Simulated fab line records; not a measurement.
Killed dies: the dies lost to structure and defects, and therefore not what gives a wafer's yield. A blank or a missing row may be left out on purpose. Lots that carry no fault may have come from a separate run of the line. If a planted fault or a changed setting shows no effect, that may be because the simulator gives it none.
Problem report in the 8D (eight disciplines) form, filled by code ; flow sky130 ; the parts of the form that need people (team, actions taken, sign-off) are left out

== 1. PROBLEM STATEMENT ==
Wafers free of any fault read 220.3 (standard deviation 2.1) for VT_ADJUST_NCORE_TW at SKY_VT_ADJUST_NCORE_TW_MEAS_11, against a mean of 30.1 on 4 wafers of 2 lots. Measured from the usual mean, that is -91 standard deviations.
The first sign was on wafer L767.1 at day 12 07:37, on film-metro-02. The record holds 36 wafers of 12 lots with a number at this step. Rule for "out" (also "out of limits"): further than 4 standard deviations from the usual mean. The rest of the wafers with a number are treated as sound.

== 2. WHAT THIS IS AND IS NOT ==
question;is;is not
which readings at this step;VT_ADJUST_NCORE_TW;-
which lots;L767, L771;L755, L756, L757, L758, L759, L760, L770, L773, L775, L777
which wafers of those lots;L767.1, L767.3, L771.3, L771.6;L767.5, L771.4
read on which gauges;film-metro-01, film-metro-02;film-metro-04
when;from day 12 07:37;"up to then (19 sound wafers); but 13 sound wafers of L770, L771, L773, L775, L777 came after"

== 3. WHAT RULES OUT EACH SUSPECT ==
Counting: any tool at a process step up to the reading remains a suspect provided it ran every lot that is out. Sound lots after the first of them don't rule it out here, since some wafers of a struck lot are sound.
- the gauge at SKY_VT_ADJUST_NCORE_TW_MEAS_11: ruled out. The wafers that are out were read on 2 gauges (film-metro-01, film-metro-02).
- litho-track-02 at SKY_VT_ADJUST_NCORE_DEVELOP_06 (develop time 60 s): kept. Every lot that is out went through it, the first being L767 (day 12 07:03); the last sound lot it ran before that was L759 (day 9 22:48).
Remaining after the count: litho-track-02 at SKY_VT_ADJUST_NCORE_DEVELOP_06.

== 4. THE CAUSE (what the simulator had put in) ==
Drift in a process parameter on litho-track-02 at SKY_VT_ADJUST_NCORE_DEVELOP_06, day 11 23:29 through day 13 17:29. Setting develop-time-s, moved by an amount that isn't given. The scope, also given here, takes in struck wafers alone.
Counting left only this tool.

== 5. THE EFFECT CHAIN, in route order ==
Each row: a reading whose mean over the struck wafers that have a number lies more than 3 standard deviations from the usual. Readings are gone through only where the record gives a usual standard deviation; hours: the median, over the lots, of the time from a lot's start at the first step in this table giving one to that lot's start at this step; sigmas: the change measured in usual standard deviations.
hours;step;reading;usual;on struck wafers;change;sigmas
0;SKY_VT_ADJUST_NCORE_TW_MEAS_11;VT_ADJUST_NCORE_TW;220.3;30.1;-190.2;-91
871;SKY_PAD_OPEN_PROBE_99;killed-at-front-end;15;417;+402;+96
871;SKY_PAD_OPEN_PROBE_99;killed-dies;86;492;+406;+46
871;SKY_PAD_OPEN_PROBE_99;killed-on-rim;17;96;+79;+18
Process steps it contains:
- SKY_PAD_OPEN_PROBE_99
Readings that are blank on the struck wafers while sound wafers have them: cd-nm at SKY_VT_ADJUST_NCORE_CD_MEAS_07; VT_ADJUST_NCORE_OVL at SKY_VT_ADJUST_NCORE_OVL_MEAS_08.
Later measuring or inspecting steps at which every struck wafer that the step has a row for has a number for every such reading, and none has moved that far: SKY_VT_ADJUST_HVTR_CD_MEAS_07, SKY_VT_ADJUST_HVTR_OVL_MEAS_08.

== 6. WHAT WOULD HAVE CAUGHT IT SOONER ==
In this record the first reading out of limits at a measuring or inspecting step was taken at day 12 07:37, 8 hours after the fault began at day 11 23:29.
Between SKY_VT_ADJUST_NCORE_DEVELOP_06 and SKY_VT_ADJUST_NCORE_TW_MEAS_11, SKY_VT_ADJUST_NCORE_CD_MEAS_07 gave no cd-nm and SKY_VT_ADJUST_NCORE_OVL_MEAS_08 gave no VT_ADJUST_NCORE_OVL on the struck wafers, where sound wafers have one: a measuring or inspecting step that comes back empty is itself a sign.
L771, from the lots that are out (2), started SKY_VT_ADJUST_NCORE_DEVELOP_06 on litho-track-02 later than day 12 07:37. A hold on the tool at that time would have spared it.
